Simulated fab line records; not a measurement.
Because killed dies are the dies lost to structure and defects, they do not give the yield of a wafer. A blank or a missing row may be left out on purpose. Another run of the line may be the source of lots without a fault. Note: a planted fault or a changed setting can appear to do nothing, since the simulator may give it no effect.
fab line records / flow gf180mcu
record lots=7 wafers=21 last-day=34
route steps=602 shown LVPWELL@59 MVSD@66
lots with no fault: from the same line, run without faults
start-h: start of the lot's first displayed wafer, in hours after the record's first day / wait-h: hours from the lot's prior step to this one / " repeats the value in the row above / L1.1+2: a row that stands for several wafers / - either no value or no given start / * or withheld: withheld / < > ~ a bound
route shown NAME@n: names a module that has steps shown in the file, with the first one's number in the route / usual: mean/standard deviation taken from wafers without a fault / same: alike in all rows / chamber/n: place in a boat / sites: per-site readings / _std_site: standard deviation across them / _edge_site: outer sites' mean less inner sites' / radius-mm: how far each site lies from the wafer's centre / mask NAME#n: copy n / behind: tool/chamber where the wafer was last shaped / hold: what put the lot on hold/how long, in hours/how the hold closed / device: names the non-switching transistor (n, p or np) / end of line: the tests these same wafers got at the end of their route / for a step that has no rows: nothing shown but its recipe / killed: at the first sort, the dies lost to defects and structure; wafer yield is something else / map: a wafer's dies, x killed, . not, _ none there
set.NAME: setting as actually run; set.NAME@STEP: the setting as run at that earlier step / model.NAME: the simulator's own value behind a step, which no gauge read
a table for each step, a row for each wafer; lots at some steps of the route
services: when a tool's chamber went out of use (start-h, in hours from the record's first day, below 0 if earlier), for how many hours, and the reason
## steps
# step GF_LVPWELL_PEB_05
# recipe temp-c=115 time-s=withheld
# step GF_LVPWELL_DEVELOP_06
# recipe wall-angle-deg=90 develop-time-s=60 dev-temp-c=23
# step GF_LVPWELL_OVL_MEAS_07
# usual LVPWELL_OVL=0.9/1.6
lot.wafer=L728.1 tool=overlay-02 chamber=- start-h=84.61 wait-h=- LVPWELL_OVL[nm]=-0.2
lot.wafer=L728.2 tool=overlay-02 chamber=- start-h=84.61 wait-h=- LVPWELL_OVL[nm]=0.7
lot.wafer=L728.3 tool=overlay-02 chamber=- start-h=84.61 wait-h=- LVPWELL_OVL[nm]=3.0
lot.wafer=L730.1 tool=overlay-02 chamber=- start-h=95.96 wait-h=- LVPWELL_OVL[nm]=3.0
lot.wafer=L730.2 tool=overlay-02 chamber=- start-h=95.96 wait-h=- LVPWELL_OVL[nm]=0.7
lot.wafer=L730.6 tool=overlay-02 chamber=- start-h=95.96 wait-h=- LVPWELL_OVL[nm]=2.1
lot.wafer=L732.2 tool=overlay-02 chamber=- start-h=107.98 wait-h=- LVPWELL_OVL[nm]=-0.2
lot.wafer=L732.4 tool=overlay-02 chamber=- start-h=107.98 wait-h=- LVPWELL_OVL[nm]=0.9
lot.wafer=L732.5 tool=overlay-02 chamber=- start-h=107.98 wait-h=- LVPWELL_OVL[nm]=0.8
lot.wafer=L733.1 tool=overlay-01 chamber=- start-h=112.61 wait-h=- LVPWELL_OVL[nm]=3.2
lot.wafer=L733.2 tool=overlay-01 chamber=- start-h=112.61 wait-h=- LVPWELL_OVL[nm]=2.4
lot.wafer=L733.4 tool=overlay-01 chamber=- start-h=112.61 wait-h=- LVPWELL_OVL[nm]=2.5
lot.wafer=L734.3 tool=overlay-01 chamber=- start-h=119.42 wait-h=- LVPWELL_OVL[nm]=-0.9
lot.wafer=L734.4 tool=overlay-01 chamber=- start-h=119.42 wait-h=- LVPWELL_OVL[nm]=1.9
lot.wafer=L734.6 tool=overlay-01 chamber=- start-h=119.42 wait-h=- LVPWELL_OVL[nm]=0.3
lot.wafer=L743.1 tool=overlay-01 chamber=- start-h=169.01 wait-h=- LVPWELL_OVL[nm]=-0.8
lot.wafer=L743.3 tool=overlay-01 chamber=- start-h=169.01 wait-h=- LVPWELL_OVL[nm]=0.0
lot.wafer=L743.5 tool=overlay-01 chamber=- start-h=169.01 wait-h=- LVPWELL_OVL[nm]=-2.3
lot.wafer=L748.1 tool=overlay-01 chamber=- start-h=200.70 wait-h=- LVPWELL_OVL[nm]=2.1
lot.wafer=L748.3 tool=overlay-01 chamber=- start-h=200.70 wait-h=- LVPWELL_OVL[nm]=2.2
lot.wafer=L748.6 tool=overlay-01 chamber=- start-h=200.70 wait-h=- LVPWELL_OVL[nm]=1.3
# step GF_LVPWELL_IMPLANT_08
# recipe species=B energy-kev=165.8 dose-cm2=1.5e+13 tilt-deg=0
# step GF_LVPWELL_IMPLANT_09
# recipe species=B energy-kev=60 dose-cm2=5e+12 tilt-deg=0
# step GF_LVPWELL_STRIP_10
# recipe chemistry=O2/N2 power-w=1400 pressure-mtorr=1500 platen-temp-c=250 o2-flow-sccm=3000 n2-flow-sccm=300 overash-fraction=0.5
# usual drypump-motor-current-A=6.1/0.44 heater-power-w=330/30 o2-flow-sccm=2999/8.9 oes-product-au=0.722/0.0046 platen-temp-c=249.96/0.2 strip-time-to-endpoint-s=37.02/0.12
lot.wafer=L728.1 tool=plasma-asher-03 chamber=1 start-h=84.94 wait-h=0.1 drypump-motor-current-A=5.7 heater-power-w=269 o2-flow-sccm=2994 oes-product-au=0.730 platen-temp-c=250.04 rf-hours-counter-h=41 strip-time-to-endpoint-s=37.12
lot.wafer=L728.2 tool=plasma-asher-03 chamber=0 start-h=84.94 wait-h=0.1 drypump-motor-current-A=5.7 heater-power-w=370 o2-flow-sccm=3007 oes-product-au=0.726 platen-temp-c=249.93 rf-hours-counter-h=41 strip-time-to-endpoint-s=37.17
lot.wafer=L728.3 tool=plasma-asher-03 chamber=0 start-h=84.94 wait-h=0.1 drypump-motor-current-A=5.8 heater-power-w=368 o2-flow-sccm=2997 oes-product-au=0.712 platen-temp-c=249.74 rf-hours-counter-h=- strip-time-to-endpoint-s=37.16
lot.wafer=L730.1 tool=plasma-asher-03 chamber=1 start-h=96.29 wait-h=0.1 drypump-motor-current-A=5.7 heater-power-w=271 o2-flow-sccm=2987 oes-product-au=0.723 platen-temp-c=249.97 rf-hours-counter-h=42 strip-time-to-endpoint-s=37.13
lot.wafer=L730.2 tool=plasma-asher-03 chamber=0 start-h=96.29 wait-h=0.1 drypump-motor-current-A=5.8 heater-power-w=366 o2-flow-sccm=2998 oes-product-au=0.723 platen-temp-c=249.92 rf-hours-counter-h=42 strip-time-to-endpoint-s=37.13
lot.wafer=L730.6 tool=plasma-asher-03 chamber=0 start-h=96.29 wait-h=0.1 drypump-motor-current-A=5.8 heater-power-w=358 o2-flow-sccm=2990 oes-product-au=0.729 platen-temp-c=250.01 rf-hours-counter-h=- strip-time-to-endpoint-s=37.08
lot.wafer=L732.2 tool=plasma-asher-01 chamber=1 start-h=108.31 wait-h=0.1 drypump-motor-current-A=5.9 heater-power-w=326 o2-flow-sccm=3009 oes-product-au=0.727 platen-temp-c=249.76 rf-hours-counter-h=32 strip-time-to-endpoint-s=37.11
lot.wafer=L732.4 tool=plasma-asher-01 chamber=1 start-h=108.31 wait-h=0.1 drypump-motor-current-A=5.9 heater-power-w=324 o2-flow-sccm=2974 oes-product-au=0.721 platen-temp-c=249.83 rf-hours-counter-h=- strip-time-to-endpoint-s=37.05
lot.wafer=L732.5 tool=plasma-asher-01 chamber=1 start-h=108.31 wait-h=0.1 drypump-motor-current-A=5.9 heater-power-w=314 o2-flow-sccm=2987 oes-product-au=0.722 platen-temp-c=250.05 rf-hours-counter-h=- strip-time-to-endpoint-s=37.05
lot.wafer=L733.1 tool=plasma-asher-01 chamber=1 start-h=112.94 wait-h=0.1 drypump-motor-current-A=5.9 heater-power-w=318 o2-flow-sccm=2997 oes-product-au=0.726 platen-temp-c=249.89 rf-hours-counter-h=33 strip-time-to-endpoint-s=36.99
lot.wafer=L733.2 tool=plasma-asher-01 chamber=0 start-h=112.94 wait-h=0.1 drypump-motor-current-A=5.8 heater-power-w=309 o2-flow-sccm=2991 oes-product-au=0.716 platen-temp-c=249.99 rf-hours-counter-h=33 strip-time-to-endpoint-s=36.89
lot.wafer=L733.4 tool=plasma-asher-01 chamber=0 start-h=112.94 wait-h=0.1 drypump-motor-current-A=5.7 heater-power-w=298 o2-flow-sccm=2996 oes-product-au=0.726 platen-temp-c=250.18 rf-hours-counter-h=- strip-time-to-endpoint-s=37.08
lot.wafer=L734.3 tool=plasma-asher-03 chamber=1 start-h=119.78 wait-h=0.1 drypump-motor-current-A=5.7 heater-power-w=277 o2-flow-sccm=3010 oes-product-au=0.729 platen-temp-c=249.99 rf-hours-counter-h=- strip-time-to-endpoint-s=37.03
lot.wafer=L734.4 tool=plasma-asher-03 chamber=0 start-h=119.78 wait-h=0.1 drypump-motor-current-A=5.8 heater-power-w=372 o2-flow-sccm=3009 oes-product-au=0.729 platen-temp-c=249.92 rf-hours-counter-h=- strip-time-to-endpoint-s=36.98
lot.wafer=L734.6 tool=plasma-asher-03 chamber=1 start-h=119.78 wait-h=0.1 drypump-motor-current-A=5.7 heater-power-w=271 o2-flow-sccm=3003 oes-product-au=0.728 platen-temp-c=249.64 rf-hours-counter-h=- strip-time-to-endpoint-s=37.14
lot.wafer=L743.1 tool=plasma-asher-03 chamber=1 start-h=169.34 wait-h=0.1 drypump-motor-current-A=5.7 heater-power-w=273 o2-flow-sccm=2993 oes-product-au=0.710 platen-temp-c=250.31 rf-hours-counter-h=49 strip-time-to-endpoint-s=37.05
lot.wafer=L743.3 tool=plasma-asher-03 chamber=0 start-h=169.34 wait-h=0.1 drypump-motor-current-A=5.8 heater-power-w=355 o2-flow-sccm=3002 oes-product-au=0.724 platen-temp-c=250.18 rf-hours-counter-h=- strip-time-to-endpoint-s=37.08
lot.wafer=L743.5 tool=plasma-asher-03 chamber=0 start-h=169.34 wait-h=0.1 drypump-motor-current-A=5.7 heater-power-w=359 o2-flow-sccm=2995 oes-product-au=0.725 platen-temp-c=250.22 rf-hours-counter-h=- strip-time-to-endpoint-s=37.19
lot.wafer=L748.1 tool=plasma-asher-02 chamber=1 start-h=201.04 wait-h=0.1 drypump-motor-current-A=6.5 heater-power-w=360 o2-flow-sccm=2996 oes-product-au=0.730 platen-temp-c=250.01 rf-hours-counter-h=53 strip-time-to-endpoint-s=37.03
lot.wafer=L748.3 tool=plasma-asher-02 chamber=0 start-h=201.04 wait-h=0.1 drypump-motor-current-A=6.8 heater-power-w=350 o2-flow-sccm=2986 oes-product-au=0.721 platen-temp-c=250.01 rf-hours-counter-h=- strip-time-to-endpoint-s=37.01
lot.wafer=L748.6 tool=plasma-asher-02 chamber=0 start-h=201.04 wait-h=0.1 drypump-motor-current-A=6.8 heater-power-w=354 o2-flow-sccm=2982 oes-product-au=0.715 platen-temp-c=250.17 rf-hours-counter-h=- strip-time-to-endpoint-s=36.99
# step GF_LVPWELL_TW_MEAS_11
# usual LVPWELL_TW=560.0/2.4
lot.wafer=L728.1 tool=film-metro-04 chamber=- start-h=85.04 wait-h=0.1 LVPWELL_TW=562.6
lot.wafer=L728.2 tool=film-metro-04 chamber=- start-h=85.04 wait-h=0.1 LVPWELL_TW=560.1
lot.wafer=L728.3 tool=film-metro-04 chamber=- start-h=85.04 wait-h=0.1 LVPWELL_TW=561.0
lot.wafer=L730.1 tool=film-metro-04 chamber=- start-h=96.39 wait-h=0.1 LVPWELL_TW=558.1
lot.wafer=L730.2 tool=film-metro-04 chamber=- start-h=96.39 wait-h=0.1 LVPWELL_TW=563.1
lot.wafer=L730.6 tool=film-metro-04 chamber=- start-h=96.39 wait-h=0.1 LVPWELL_TW=558.1
lot.wafer=L732.2 tool=film-metro-01 chamber=- start-h=108.42 wait-h=0.1 LVPWELL_TW=556.5
lot.wafer=L732.4 tool=film-metro-01 chamber=- start-h=108.42 wait-h=0.1 LVPWELL_TW=555.4
lot.wafer=L732.5 tool=film-metro-01 chamber=- start-h=108.42 wait-h=0.1 LVPWELL_TW=557.0
lot.wafer=L733.1 tool=film-metro-01 chamber=- start-h=113.04 wait-h=0.1 LVPWELL_TW=558.9
lot.wafer=L733.2 tool=film-metro-01 chamber=- start-h=113.04 wait-h=0.1 LVPWELL_TW=556.1
lot.wafer=L733.4 tool=film-metro-01 chamber=- start-h=113.04 wait-h=0.1 LVPWELL_TW=560.4
lot.wafer=L734.3 tool=film-metro-04 chamber=- start-h=119.86 wait-h=0.1 LVPWELL_TW=559.6
lot.wafer=L734.4 tool=film-metro-04 chamber=- start-h=119.86 wait-h=0.1 LVPWELL_TW=559.0
lot.wafer=L734.6 tool=film-metro-04 chamber=- start-h=119.86 wait-h=0.1 LVPWELL_TW=562.3
lot.wafer=L743.1 tool=film-metro-04 chamber=- start-h=169.44 wait-h=0.1 LVPWELL_TW=559.3
lot.wafer=L743.3 tool=film-metro-04 chamber=- start-h=169.44 wait-h=0.1 LVPWELL_TW=560.5
lot.wafer=L743.5 tool=film-metro-04 chamber=- start-h=169.44 wait-h=0.1 LVPWELL_TW=559.7
lot.wafer=L748.1 tool=film-metro-04 chamber=- start-h=201.14 wait-h=0.1 LVPWELL_TW=561.7
lot.wafer=L748.3 tool=film-metro-04 chamber=- start-h=201.14 wait-h=0.1 LVPWELL_TW=560.2
lot.wafer=L748.6 tool=film-metro-04 chamber=- start-h=201.14 wait-h=0.1 LVPWELL_TW=565.0
# step GF_MVSD_DEHYDRATE_00
# recipe temp-c=200 time-s=60
# step GF_MVSD_HMDS_01
# recipe prime-time-s=60 prime-temp-c=120
# step GF_MVSD_COAT_02
# recipe spin-rpm=2000 resist-thk-nm=3000
# step GF_MVSD_SOFTBAKE_03
# recipe temp-c=110 time-s=withheld
# step GF_MVSD_EXPOSE_04
# recipe mask-id=MVSD target-cd-nm=1000 na=0.6 source-shape=conventional sigma-outer=0.6 dose-mj=260
# step GF_MVSD_PEB_05
# recipe temp-c=115 time-s=withheld
# usual chill-plate-temp-C=23.02/0.11 exhaust-pa=45.4/0.92
lot.wafer=L728.1 tool=litho-track-01 chamber=0 start-h=98 wait-h=- chill-plate-temp-C=23.06 exhaust-pa=45.8
lot.wafer=L728.2 tool=litho-track-01 chamber=0 start-h=98 wait-h=- chill-plate-temp-C=22.87 exhaust-pa=46.8
lot.wafer=L728.3 tool=litho-track-01 chamber=0 start-h=98 wait-h=- chill-plate-temp-C=22.90 exhaust-pa=45.5
lot.wafer=L730.1 tool=litho-track-02 chamber=0 start-h=110 wait-h=- chill-plate-temp-C=23.04 exhaust-pa=43.6
lot.wafer=L730.2 tool=litho-track-02 chamber=0 start-h=110 wait-h=- chill-plate-temp-C=23.19 exhaust-pa=44.0
lot.wafer=L730.6 tool=litho-track-02 chamber=0 start-h=110 wait-h=- chill-plate-temp-C=23.03 exhaust-pa=45.2
lot.wafer=L732.2 tool=litho-track-02 chamber=- start-h=122 wait-h=- chill-plate-temp-C=- exhaust-pa=-
lot.wafer=L732.4 tool=litho-track-02 chamber=- start-h=122 wait-h=- chill-plate-temp-C=- exhaust-pa=-
lot.wafer=L732.5 tool=litho-track-02 chamber=- start-h=122 wait-h=- chill-plate-temp-C=- exhaust-pa=-
lot.wafer=L733.1 tool=litho-track-03 chamber=- start-h=127 wait-h=- chill-plate-temp-C=- exhaust-pa=-
lot.wafer=L733.2 tool=litho-track-03 chamber=- start-h=127 wait-h=- chill-plate-temp-C=- exhaust-pa=-
lot.wafer=L733.4 tool=litho-track-03 chamber=- start-h=127 wait-h=- chill-plate-temp-C=- exhaust-pa=-
lot.wafer=L734.3 tool=litho-track-01 chamber=- start-h=134 wait-h=- chill-plate-temp-C=- exhaust-pa=-
lot.wafer=L734.4 tool=litho-track-01 chamber=- start-h=134 wait-h=- chill-plate-temp-C=- exhaust-pa=-
lot.wafer=L734.6 tool=litho-track-01 chamber=- start-h=134 wait-h=- chill-plate-temp-C=- exhaust-pa=-
lot.wafer=L743.1 tool=litho-track-03 chamber=0 start-h=185 wait-h=- chill-plate-temp-C=22.91 exhaust-pa=45.4
lot.wafer=L743.3 tool=litho-track-03 chamber=0 start-h=185 wait-h=- chill-plate-temp-C=22.90 exhaust-pa=44.5
lot.wafer=L743.5 tool=litho-track-03 chamber=0 start-h=185 wait-h=- chill-plate-temp-C=22.92 exhaust-pa=45.4
lot.wafer=L748.1 tool=litho-track-02 chamber=0 start-h=217 wait-h=- chill-plate-temp-C=22.84 exhaust-pa=44.3
lot.wafer=L748.3 tool=litho-track-02 chamber=0 start-h=217 wait-h=- chill-plate-temp-C=22.89 exhaust-pa=45.0
lot.wafer=L748.6 tool=litho-track-02 chamber=0 start-h=217 wait-h=- chill-plate-temp-C=22.89 exhaust-pa=44.5
# step GF_MVSD_DEVELOP_06
# recipe wall-angle-deg=90 develop-time-s=60 dev-temp-c=23
## services
tool=plasma-asher-02 chamber=- start-h=104.80 hours=11.6 kind=repair
tool=plasma-asher-03 chamber=- start-h=135.80 hours=14.6 kind=pm
tool=plasma-asher-03 chamber=- start-h=179.15 hours=2.8 kind=pm
tool=plasma-asher-02 chamber=- start-h=183.82 hours=3.4 kind=repair
tool=plasma-asher-01 chamber=- start-h=196.33 hours=3.0 kind=repair
## key
first-sign step=GF_MVSD_PEB_05 reading=tool-record direction=missing
effect none on later readings
met-at GF_MVSD_PEB_05
struck-wafers L732.2,L732.4,L732.5,L733.1,L733.2,L733.4,L734.3,L734.4,L734.6
sort-left-out L732.2,L732.4,L732.5,L733.1,L733.2,L733.4,L734.3,L734.4,L734.6
tester-left-out L732,L733,L734
onset-between 110 122
fault kind=skipped-step-whole tool=litho-track-01,litho-track-02,litho-track-03 chamber=- onset-h=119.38 steps=GF_MVSD_PEB_05 scope=struck-lots-only
# tester-left-out: of these lots the tester's yield and bins aren't shown, on N5 and GAA mostly nor the transistor test; their killed dies are dies lost to structure and defects alone, not to doping, threshold or leakage, so they don't give the yield
# sort-left-out: the simulated sort isn't trusted on such a fault, so these wafers' sort isn't shown, and their yield isn't known
